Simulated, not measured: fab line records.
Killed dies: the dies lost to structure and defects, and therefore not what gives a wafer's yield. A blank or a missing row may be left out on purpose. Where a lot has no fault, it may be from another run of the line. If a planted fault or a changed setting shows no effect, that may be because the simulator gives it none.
The same fault as seen by 2 desks ; flow gf180mcu ; only its own numbers are on each desk; what lay behind them is given at the end

FOR THE TOOL OWNER'S DESK: cmp-01
The tool's own readings at GF_V3_CMP_04 (polishes SiO2): means of the sampled wafers that have a number, for each lot that ran on this tool. The brackets show how far a lot's mean lies from the usual mean; more than 4 standard deviations puts the lot out of limits, marked OUT.
Columns: A = edgeZonePressureFrac at GF_V3_CMP_04, usual 1.000; B = headPressurePsi at GF_V3_CMP_04, usual 4.000 psi; C = motorCurrentA at GF_V3_CMP_04, usual 12.5 A; D = retainingRingPressureFrac at GF_V3_CMP_04, usual 1.000; E = timeToEndpointS at GF_V3_CMP_04, usual 84 s
lot;first seen here;A;B;C;D;E
L642;day 21 19:48;1.000;3.996;12.3;0.996;83
L644;day 22 20:49;0.993;4.004;12.0;0.995;77
L647;day 23 16:56;1.001;3.993;11.7;0.995;100
L648;day 23 23:36;0.997;3.988;11.3;1.008;88
L662;day 28 12:04;0.998;4.007;11.9;1.001;90
L664;day 28 19:59;0.997;4.000;12.6;1.006;90
This desk's verdict: no lot among the 6 shows anything out of limits.

AT THE METROLOGY DESK
Lot by lot, what the gauges showed, no matter which tool ran the lot: averages of those sampled wafers that carry a number. The brackets show how far a lot's mean lies from the usual mean; more than 4 standard deviations puts the lot out of limits, marked OUT.
Columns: A = V2_CVD_00_THK at GF_V2_THK_MEAS_01, usual 601 nm
lot;first seen here;A
L642;day 19 16:02;596
L643;day 20 07:35;601
L644;day 20 18:13;611
L645;day 21 00:39;598
L647;day 21 15:15;606
L648;day 21 23:27;602
L657;day 24 23:42;603
L659;day 25 18:01;597
L660;day 25 20:27;600
L662;day 26 15:45;601
L663;day 26 17:49;596
L664;day 27 01:27;594
This desk's verdict: no lot among the 12 shows anything out of limits.

PUT TOGETHER
Nothing out of limits was seen by the tool owner's desk.
Nothing out of limits was seen by the metrology desk.

WHAT THE SIMULATOR HAD PUT IN
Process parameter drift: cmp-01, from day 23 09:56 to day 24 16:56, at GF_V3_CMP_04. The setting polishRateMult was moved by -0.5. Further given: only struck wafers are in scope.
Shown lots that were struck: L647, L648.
